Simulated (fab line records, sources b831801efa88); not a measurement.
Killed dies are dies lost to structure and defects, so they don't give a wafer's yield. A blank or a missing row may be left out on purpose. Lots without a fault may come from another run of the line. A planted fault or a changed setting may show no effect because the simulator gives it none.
fab line records | flow sky130
record lots=12 wafers=35 last_day=51
route steps=708 shown METAL2@483 VIA2@507
lots that met no fault: from a run of the same line without faults
start_h: hours from the record's first day to the start of the lot's first wafer shown | wait_h: hours since the lot's step before | " the same as in the row above | L1.1+2: a row that stands for several wafers | - no value, or no start given | * or withheld: withheld | < > ~ a bound
route shown NAME@n: a module of which the file shows steps, and the number in the route of the first | usual: mean/standard deviation of fault-free wafers | same: alike in all rows | chamber/n: place in a boat | sites: the reading at each site | _std_site: their standard deviation | _edge_site: outer sites' mean less inner sites' | radius_mm: how far each site lies from the wafer's centre | mask NAME#n: copy n | behind: the tool/chamber that last shaped the wafer | hold: why the lot was held/for how many hours/how that ended | device: the transistor (n, p or np) that didn't switch | end of line: the same wafers' tests at the end of the route | a step without rows: its recipe alone | killed: dies lost to structure and defects at the first sort, not the wafer's yield | map: a wafer's dies, x killed, . not, _ none there
set.NAME: the setting as run; set.NAME@STEP: as run at that earlier step | model.NAME: the simulator's own value behind a step, which no gauge read
steps of the route over a sample of lots; a table a step, a row a wafer
services: from which hour (start_h, from the record's first day; less than 0 if before it) a tool's chamber was out of use, for how many hours, and why
## steps
# step SKY_METAL2_SPUTTER_00
# recipe material=Ti target_thk_nm=15 power_w=3000 time_s=10 chamber_pressure_pa=0.4
# usual throttle_valve_pct=30.4/1.2
# columns lot.wafer tool chamber start_h wait_h throttle_valve_pct
L403.1 pvd_sputter-01 - 830.11 0.1 31.5
L403.4 " - " " 32.0
L403.6 " - " " 31.6
L404.1 pvd_sputter-03 - 843.44 0.2 31.1
L404.3 " - " " 28.2
L404.5 " - " " 30.1
L408.1 pvd_sputter-02 - 864.93 0.1 30.8
L408.2 " - " " 29.9
L408.3 " - " " 28.9
L413.1 pvd_sputter-01 - 899.16 0.1 31.6
L413.2 " - " " 31.5
L416.4 pvd_sputter-03 - 922.31 0.1 28.8
L416.5 " - " " 30.1
L416.6 " - " " 28.7
L418.2 pvd_sputter-01 - 930.73 0.2 31.8
L418.3 " - " " 31.2
L418.4 " - " " 31.3
L419.3 pvd_sputter-01 - 944.20 0.2 31.8
L419.5 " - " " 31.9
L419.6 " - " " 31.3
L420.3 pvd_sputter-01 - 948.16 0.1 31.5
L420.4 " - " " 31.3
L420.5 " - " " 31.4
L421.4 pvd_sputter-01 - 957.50 0.2 31.6
L421.5 " - " " 31.5
L421.6 " - " " 31.2
L422.3 pvd_sputter-01 - 959.80 0.2 31.1
L422.4 " - " " 31.9
L422.5 " - " " 31.8
L423.1 pvd_sputter-02 - 964.25 0.2 29.8
L423.5 " - " " 29.8
L423.6 " - " " 29.1
L425.3 pvd_sputter-02 - 973.15 0.1 29.6
L425.4 " - " " 29.1
L425.6 " - " " 29.9
# step SKY_METAL2_SPUTTER_02
# recipe material=AlCu target_thk_nm=250 power_w=10600 time_s=13.3 chamber_pressure_pa=0.4
# usual throttle_valve_pct=30.4/1.2
# columns lot.wafer tool chamber start_h wait_h throttle_valve_pct
L403.1 pvd_sputter-01 - 830.16 0.0 31.3
L403.4 " - " " 32.0
L403.6 " - " " 31.4
L404.1 pvd_sputter-03 - 843.49 0.0 30.8
L404.3 " - " " 28.2
L404.5 " - " " 30.1
L408.1 pvd_sputter-02 - 864.98 0.0 30.8
L408.2 " - " " 29.5
L408.3 " - " " 29.2
L413.1 pvd_sputter-01 - 899.21 0.0 31.5
L413.2 " - " " 31.3
L416.4 pvd_sputter-03 - 922.36 0.0 28.8
L416.5 " - " " 30.2
L416.6 " - " " 28.6
L418.2 pvd_sputter-01 - 930.78 0.0 31.9
L418.3 " - " " 31.0
L418.4 " - " " 31.6
L419.3 pvd_sputter-01 - 944.24 0.0 31.9
L419.5 " - " " 31.9
L419.6 " - " " 31.5
L420.3 pvd_sputter-01 - 948.21 0.0 31.3
L420.4 " - " " 31.5
L420.5 " - " " 31.5
L421.4 pvd_sputter-01 - 957.54 0.0 31.5
L421.5 " - " " 31.5
L421.6 " - " " 31.1
L422.3 pvd_sputter-01 - 959.84 0.0 31.1
L422.4 " - " " 31.9
L422.5 " - " " 31.9
L423.1 pvd_sputter-02 - 964.29 0.0 29.8
L423.5 " - " " 29.7
L423.6 " - " " 28.9
L425.3 pvd_sputter-02 - 973.20 0.0 29.9
L425.4 " - " " 29.0
L425.6 " - " " 29.7
# step SKY_VIA2_HDPCVD_00
# recipe material=SiO2 target_thk_nm=1180 sigma_open_frac=0.3 time_s=196.7 temp_c=400 sih4_flow_sccm=60 pressure_mtorr=6
# usual pressure_mtorr=6.001/0.012 run_length_s=224.6/0.61
# columns lot.wafer tool chamber start_h wait_h pressure_mtorr run_length_s
L403.1 hdpcvd-01 0 857.46 0.0 5.997 225.0
L403.4 " 2 " " 5.976 224.2
L403.6 " 1 " " 6.009 224.4
L404.1 hdpcvd-02 0 871.36 0.0 6.002 223.4
L404.3 " 2 " " 6.010 223.6
L404.5 " 1 " " 6.004 225.4
L408.1 hdpcvd-02 0 893.10 0.0 5.993 223.6
L408.2 " 1 " " 6.018 247.6
L408.3 " 1 " " 5.993 247.9
L413.1 hdpcvd-02 2 925.85 0.0 6.000 223.8
L413.2 " 1 " " 5.990 247.9
L416.4 hdpcvd-01 1 949.29 0.1 6.008 225.2
L416.5 " 0 " " 6.016 225.5
L416.6 " 2 " " 6.000 224.4
L418.2 hdpcvd-01 1 956.62 0.0 6.014 224.5
L418.3 " 0 " " 6.005 225.0
L418.4 " 0 " " 5.988 224.9
L419.3 hdpcvd-01 2 970.37 0.0 6.007 224.2
L419.5 " 0 " " 6.006 224.9
L419.6 " 1 " " 6.008 224.6
L420.3 hdpcvd-01 2 974.23 0.0 5.992 224.5
L420.4 " 2 " " 5.985 224.6
L420.5 " 0 " " 5.997 224.8
L421.4 hdpcvd-02 0 983.13 0.1 5.999 223.4
L421.5 " 1 " " 5.997 225.4
L421.6 " 2 " " 5.978 223.8
L422.3 hdpcvd-01 0 984.76 0.0 5.986 224.9
L422.4 " 2 " " 5.989 224.5
L422.5 " 1 " " 6.005 224.9
L423.1 hdpcvd-02 0 989.84 0.0 5.994 223.5
L423.5 " 0 " " 6.008 223.3
L423.6 " 2 " " 5.998 223.7
L425.3 hdpcvd-02 1 998.70 0.0 6.007 225.1
L425.4 " 0 " " 5.992 223.3
L425.6 " 2 " " 6.020 223.9
# step SKY_VIA2_THK_MEAS_01
# recipe reads=SiO2_of_VIA2_HDPCVD_00
# usual VIA2_HDPCVD_THK=1186/13
# columns lot.wafer tool chamber start_h wait_h VIA2_HDPCVD_THK[nm]
L403.1 film_metro-04 - 857.58 0.1 1200
L403.4 " - " " 1168
L403.6 " - " " 1199
L404.1 film_metro-04 - 871.48 0.1 1183
L404.3 " - " " 1182
L404.5 " - " " 1166
L408.1 film_metro-03 - 893.29 0.1 1168
L408.2 " - " " 1321
L408.3 " - " " 1309
L413.1 film_metro-03 - 925.97 0.1 1201
L413.2 " - " " 1303
L416.4 film_metro-03 - 949.39 0.0 1192
L416.5 " - " " 1179
L416.6 " - " " 1160
L418.2 film_metro-01 - 956.76 0.1 1184
L418.3 " - " " 1202
L418.4 " - " " 1186
L419.3 film_metro-03 - 970.51 0.1 1183
L419.5 " - " " 1204
L419.6 " - " " 1201
L420.3 film_metro-04 - 974.38 0.1 1181
L420.4 " - " " 1189
L420.5 " - " " 1192
L421.4 film_metro-03 - 983.22 0.0 1158
L421.5 " - " " 1177
L421.6 " - " " 1181
L422.3 film_metro-03 - 984.91 0.1 1193
L422.4 " - " " 1185
L422.5 " - " " 1189
L423.1 film_metro-01 - 989.96 0.1 1164
L423.5 " - " " 1163
L423.6 " - " " 1186
L425.3 film_metro-04 - 998.84 0.1 1183
L425.4 " - " " 1164
L425.6 " - " " 1189
# step SKY_VIA2_SPUTTER_20
# recipe material=TiN target_thk_nm=20 chamber_pressure_pa=5 power_w=4000 time_s=80
# usual throttle_valve_pct=29.9/1.3
# columns lot.wafer tool chamber start_h wait_h throttle_valve_pct
L403.1 pvd_sputter-03 - 885.45 0.0 29.1
L403.4 " - " " 28.3
L403.6 " - " " 28.0
L404.1 pvd_sputter-03 - 899.51 0.0 30.3
L404.3 " - " " 28.0
L404.5 " - " " 30.7
L408.1 pvd_sputter-04 - 920.17 0.0 29.6
L408.2 " - " " 28.2
L408.3 " - " " 30.7
L413.1 pvd_sputter-01 - 952.79 0.0 31.9
L413.2 " - " " 31.0
L416.4 pvd_sputter-04 - 975.20 0.0 28.6
L416.5 " - " " 28.2
L416.6 " - " " 28.6
L418.2 pvd_sputter-04 - 982.47 0.0 30.0
L418.3 " - " " 28.1
L418.4 " - " " 28.4
L419.3 pvd_sputter-04 - 996.09 0.0 30.7
L419.5 " - " " 27.9
L419.6 " - " " 28.7
L420.3 pvd_sputter-03 - 999.83 0.0 30.0
L420.4 " - " " 30.7
L420.5 " - " " 31.0
L421.4 pvd_sputter-03 - 1008.97 0.0 29.8
L421.5 " - " " 29.9
L421.6 " - " " 29.1
L422.3 pvd_sputter-03 - 1010.44 0.0 30.7
L422.4 " - " " 28.1
L422.5 " - " " 31.1
L423.1 pvd_sputter-04 - 1014.32 0.0 28.6
L423.5 " - " " 27.5
L423.6 " - " " 28.7
L425.3 pvd_sputter-01 - 1023.13 0.0 31.5
L425.4 " - " " 31.3
L425.6 " - " " 31.3
## services
# columns tool chamber start_h hours kind
pvd_sputter-04 - 810.33 0.9 repair
pvd_sputter-03 - 826.09 6.4 repair
hdpcvd-01 - 836.47 4.0 repair
pvd_sputter-04 - 850.83 2.8 repair
hdpcvd-02 1 872.82 2.2 repair
hdpcvd-01 - 887.43 0.6 repair
hdpcvd-02 2 892.97 11.5 repair
hdpcvd-02 - 950.25 15.0 pm
hdpcvd-02 0 950.25 15.0 vent_cycle
hdpcvd-02 1 950.25 15.0 vent_cycle
hdpcvd-02 2 950.25 15.0 vent_cycle
pvd_sputter-04 - 950.92 4.6 repair
pvd_sputter-01 - 962.29 24.6 repair
hdpcvd-02 0 965.25 - clean
hdpcvd-02 1 965.25 - clean
hdpcvd-02 2 965.25 - clean
hdpcvd-02 - 981.47 1.0 repair
pvd_sputter-03 - 987.38 2.8 repair
hdpcvd-02 2 1014.13 6.5 repair
## key
first_sign step=SKY_VIA2_HDPCVD_00 reading=run_length_s direction=up sigmas=38 usual=* struck=*
effect step=SKY_VIA2_THK_MEAS_01 reading=VIA2_HDPCVD_THK direction=up sigmas=9.4 usual=1186 struck=1311
met_at SKY_VIA2_HDPCVD_00
struck_lots L408,L413
struck_wafers L408.2,L408.3,L413.2
not_acting_at SKY_METAL2_SPUTTER_00,SKY_METAL2_SPUTTER_02,SKY_VIA2_SPUTTER_20
onset_between 871.36 893.10
fault kind=process_parameter_drift tool=hdpcvd-02 chamber=- onset_h=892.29 steps=SKY_VIA2_HDPCVD_00 channel=time_s offset=* shape=step end_h=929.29 scope=struck_wafers_only acts_in=* stated=*
